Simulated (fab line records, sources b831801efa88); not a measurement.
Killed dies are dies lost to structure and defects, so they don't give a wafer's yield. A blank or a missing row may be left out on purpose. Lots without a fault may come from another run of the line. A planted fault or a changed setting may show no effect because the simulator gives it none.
Which tool did it? | flow gf180mcu | 12 lots, 36 wafers sampled, at 3 steps of a route of 602

WHAT THE GAUGES READ, wafer by wafer
GF_V3_THK_MEAS_25: measures by xrf.
lot  | measured     | on            | V3_W_THK (nm)
L511 | day 23 01:43 | film_metro-04 | 360 357 360
L512 | day 23 09:29 | film_metro-01 | 371 359 372
L513 | day 23 19:42 | film_metro-01 | 368 363 372
L515 | day 24 15:52 | film_metro-04 | 373 360 372
L521 | day 26 21:58 | film_metro-04 | 362 358 355
L523 | day 27 04:13 | film_metro-04 | 379 362 358
L525 | day 28 03:14 | film_metro-02 | 357 358 356
L526 | day 28 04:32 | film_metro-02 | 359 360 365
L528 | day 28 15:46 | film_metro-02 | 353 365 363
L530 | day 29 04:47 | film_metro-02 | 371 352 362
L531 | day 29 08:58 | film_metro-02 | 354 367 356
L532 | day 29 19:44 | film_metro-02 | 366 349 353

GF_M4_CD_MEAS_14: target cd 280 nm.
lot  | measured     | on        | cd_nm (nm)
L511 | day 23 23:58 | cd_sem-01 | 281.5 282.1 280.6
L512 | day 24 08:34 | cd_sem-01 | 279.7 279.5 281.7
L513 | day 24 18:09 | cd_sem-02 | 282.7 281.8 283.1
L515 | day 25 13:52 | cd_sem-02 | 278.2 279.8 279.6
L521 | day 27 18:52 | cd_sem-01 | 278.3 276.5 278.1
L523 | day 28 00:35 | cd_sem-01 | 281.6 282.2 280.8
L525 | day 28 23:02 | cd_sem-02 | 279.4 280.5 279.5
L526 | day 29 00:23 | cd_sem-02 | 281.8 280.8 282.0
L528 | day 29 11:05 | cd_sem-01 | 279.5 280.7 280.2
L530 | day 29 23:53 | cd_sem-02 | 280.8 280.1 281.5
L531 | day 30 04:08 | cd_sem-01 | 280.3 280.8 280.8
L532 | day 30 15:01 | cd_sem-01 | 279.1 279.4 279.2

WHICH TOOL RAN EACH LOT (tool, then ch and the chambers of the sampled wafers, then the start)
lot  | GF_V3_SPUTTER_21
L511 | pvd_sputter-02, day 23 01:23
L512 | pvd_sputter-02, day 23 09:08
L513 | pvd_sputter-02, day 23 19:22
L515 | pvd_sputter-02, day 24 15:32
L521 | pvd_sputter-01, day 26 21:38
L523 | pvd_sputter-04, day 27 03:53
L525 | pvd_sputter-01, day 28 02:54
L526 | pvd_sputter-01, day 28 04:11
L528 | pvd_sputter-01, day 28 15:26
L530 | pvd_sputter-04, day 29 04:28
L531 | pvd_sputter-04, day 29 08:38
L532 | pvd_sputter-02, day 29 19:23
- GF_V3_SPUTTER_21: material Ti, target thk 15 nm, time 80.02 s.

WHAT THE TOOLS THEMSELVES READ (means of the sampled wafers that have a number; where no wafer has one, the mark that the record gives instead)
GF_V3_SPUTTER_21.
lot  | tool           | throttle_valve_pct (%)
L511 | pvd_sputter-02 | 30.2
L512 | pvd_sputter-02 | 31.2
L513 | pvd_sputter-02 | 30.1
L515 | pvd_sputter-02 | 30.3
L521 | pvd_sputter-01 | 29.5
L523 | pvd_sputter-04 | 30.0
L525 | pvd_sputter-01 | 29.4
L526 | pvd_sputter-01 | 29.5
L528 | pvd_sputter-01 | 29.5
L530 | pvd_sputter-04 | 30.1
L531 | pvd_sputter-04 | 30.2
L532 | pvd_sputter-02 | 31.5

THE ANSWER, worked out from the rows above alone
Rule: what is usual is taken from the lots themselves. Put in order of their means at a reading, lots are off if they are a third of the lots or fewer, leave a main group of 4 or more, and stand apart from it by a gap of 3 or more times the standard deviation of the main group's means; of several such gaps the widest counts. A main group whose means are all the same, to the digits that the tables above print for the reading, isn't used. A lot without any number at a reading at which 4 lots or more have one is off too. The other lots that the step has rows for count as sound. The gauges are gone through in route order, then the tools' own readings, and for those a lot's mean is taken as printed above. The first step at which some lot is off is used, and at that step the reading that is off furthest; a lot without a number counts as furthest.
No lot is off at any reading shown: from this, nothing can be told.

WHAT THE SIMULATOR HAD PUT IN
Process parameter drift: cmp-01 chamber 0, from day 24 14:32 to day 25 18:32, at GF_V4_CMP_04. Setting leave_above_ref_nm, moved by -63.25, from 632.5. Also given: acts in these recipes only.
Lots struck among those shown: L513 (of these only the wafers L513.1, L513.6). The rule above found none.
